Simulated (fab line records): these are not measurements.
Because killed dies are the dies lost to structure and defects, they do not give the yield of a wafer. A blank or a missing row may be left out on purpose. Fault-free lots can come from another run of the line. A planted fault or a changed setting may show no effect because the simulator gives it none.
A struck lot beside a sound one / flow sky130 / 17 steps out of a route of 708
Sound: the wafers L789.2, L789.3, L789.6. Wafers struck: L806.1, L806.3, L806.5. At the end, the cause is stated.
For every step that has rows: the tool of each side, followed by ch and its chambers, followed by its first start. Under that, the readings that differ: sound wafers / struck wafers / difference of the means / sigmas: that difference in standard deviations of wafers without a fault.
alike: readings with means less than 2 such deviations apart, plus words and numbers identical on both sides. not compared: withheld readings, readings lacking a value on some wafer, bounds such as >300 that could conceal the same value, and numbers that have no deviation in the record and whose values overlap.
Wherever a step has rows on one side only, a row that says differs or no value, or a row with sigmas, the two part there. Numbers that don't overlap but have no deviation are shown without sigmas and don't part them. Lack of a reading on every wafer of one side parts them only where that side has two or more wafers.

first, 1 step without rows for these wafers: SKY_VT_ADJUST_NCORE_IMPLANT_09.
SKY_VT_ADJUST_NCORE_STRIP_10: strips in O2/N2.
  sound on plasma_asher-02 ch 0, day 8 19:22; struck on plasma_asher-04 ch 0,1, day 14 07:43
  alike: drypump_motor_current_A, oes_product_au, strip_time_to_endpoint_s
  not compared: rf_hours_counter_h
SKY_VT_ADJUST_NCORE_TW_MEAS_11:
  struck on film_metro-03, day 14 07:49; sound on film_metro-03, day 8 19:28
  alike: VT_ADJUST_NCORE_TW
then, 7 steps without rows for these wafers: SKY_VT_ADJUST_HVTR_DEHYDRATE_00 (time 60 s); SKY_VT_ADJUST_HVTR_HMDS_01 (prime time 60 s); SKY_VT_ADJUST_HVTR_COAT_02 (resist thk 1140 nm); SKY_VT_ADJUST_HVTR_SOFTBAKE_03 (time 60 s); SKY_VT_ADJUST_HVTR_EXPOSE_04 (exposes mask HVTRM, target cd 380 nm); SKY_VT_ADJUST_HVTR_PEB_05; SKY_VT_ADJUST_HVTR_DEVELOP_06 (develop time 60 s).
SKY_VT_ADJUST_HVTR_CD_MEAS_07: target cd 380 nm.
  struck on cd_sem-02, day 15 10:17; sound on cd_sem-01, day 9 17:39
  alike: cd_nm
SKY_VT_ADJUST_HVTR_OVL_MEAS_08:
  struck on overlay-01, day 15 10:25; sound on overlay-02, day 9 17:46
  alike: VT_ADJUST_HVTR_OVL
SKY_VT_ADJUST_HVTR_IMPLANT_09:
  sound on implanter-01 ch 0, day 9 17:49; struck on implanter-01 ch 0, day 15 10:26
reading=beam_on_s (s); sound=9.86 10.47 9.88; struck=12.29 12.50 12.47; difference=+2.35; sigmas=+12
reading=end_station_pressure_torr (Torr); sound=4.97e-06 4.85e-06 4.53e-06; struck=0.00011201 0.00012241 0.0001156; difference=+0.00011189; sigmas=+99 or more
reading=faraday_current_uA; sound=11.97 11.31 12.00; struck=9.70 9.58 9.56; difference=-2.15; sigmas=-10
SKY_VT_ADJUST_HVTR_STRIP_10: strips in O2/N2.
  sound on plasma_asher-03 ch 0,1, day 9 17:56; struck on plasma_asher-02 ch 0,1, day 15 10:35
  alike: drypump_motor_current_A, oes_product_au, strip_time_to_endpoint_s
  not compared: rf_hours_counter_h
SKY_VT_ADJUST_HVTR_TW_MEAS_11:
  struck on film_metro-02, day 15 10:41; sound on film_metro-02, day 9 18:03
reading=VT_ADJUST_HVTR_TW; sound=210.6 210.1 211.9; struck=224.0 225.0 224.0; difference=+13.5; sigmas=+11
then, 1 step without rows for these wafers: SKY_VT_ADJUST_PCH_DEHYDRATE_00 (time 60 s).
-- here the record skips 35 days between the struck wafers' starts before and after, leaving off in module VT_ADJUST_PCH and picking up in module PAD_OPEN (first step shown: number 708 of the route) --
SKY_PAD_OPEN_PROBE_99:
  struck on prober-01, day 50 05:00; sound on prober-02, day 46 01:12
reading=model.etest.pfet_01v8_mvt.drive_ua_um; sound=156.8 155.7 154.3; struck=163.6 161.7 162.3; difference=+6.9; sigmas=
reading=model.etest.pfet_01v8_mvt.off_log10_a_um; sound=-10.17 -10.24 -10.21; struck=-9.591 -9.309 -9.5; difference=+0.740; sigmas=
reading=model.etest.pfet_01v8_mvt.vt_sat_v (V); sound=-0.5222 -0.5338 -0.5275; struck=-0.4612 -0.4621 -0.4629; difference=+0.0658; sigmas=
reading=model.etest.pfet_01v8_mvt.vt_v (V); sound=-0.6141 -0.6222 -0.6182; struck=-0.5623 -0.5635 -0.5647; difference=+0.0547; sigmas=
reading=model.etest.pfet_01v8_mvt.vt_long_v (V); sound=-0.8244 -0.8311 -0.8287; struck=-0.7864 -0.7871 -0.7879; difference=+0.0409; sigmas=
  alike: killed_at_M0_to_M3, killed_at_M4_up, killed_at_contacts, killed_at_front_end, killed_at_other, killed_dies, killed_open, killed_short

WHERE THEY PART
At SKY_VT_ADJUST_HVTR_IMPLANT_09 first; at SKY_VT_ADJUST_HVTR_TW_MEAS_11 last (within this record only). Later steps at which nothing parts them and some readings are alike: SKY_PAD_OPEN_PROBE_99.

WHY: whatever the simulator had introduced
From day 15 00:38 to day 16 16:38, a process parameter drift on implanter-01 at SKY_VT_ADJUST_HVTR_IMPLANT_09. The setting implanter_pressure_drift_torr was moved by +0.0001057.
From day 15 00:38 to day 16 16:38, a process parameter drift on implanter-01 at SKY_VT_ADJUST_HVTR_IMPLANT_09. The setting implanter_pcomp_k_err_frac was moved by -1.
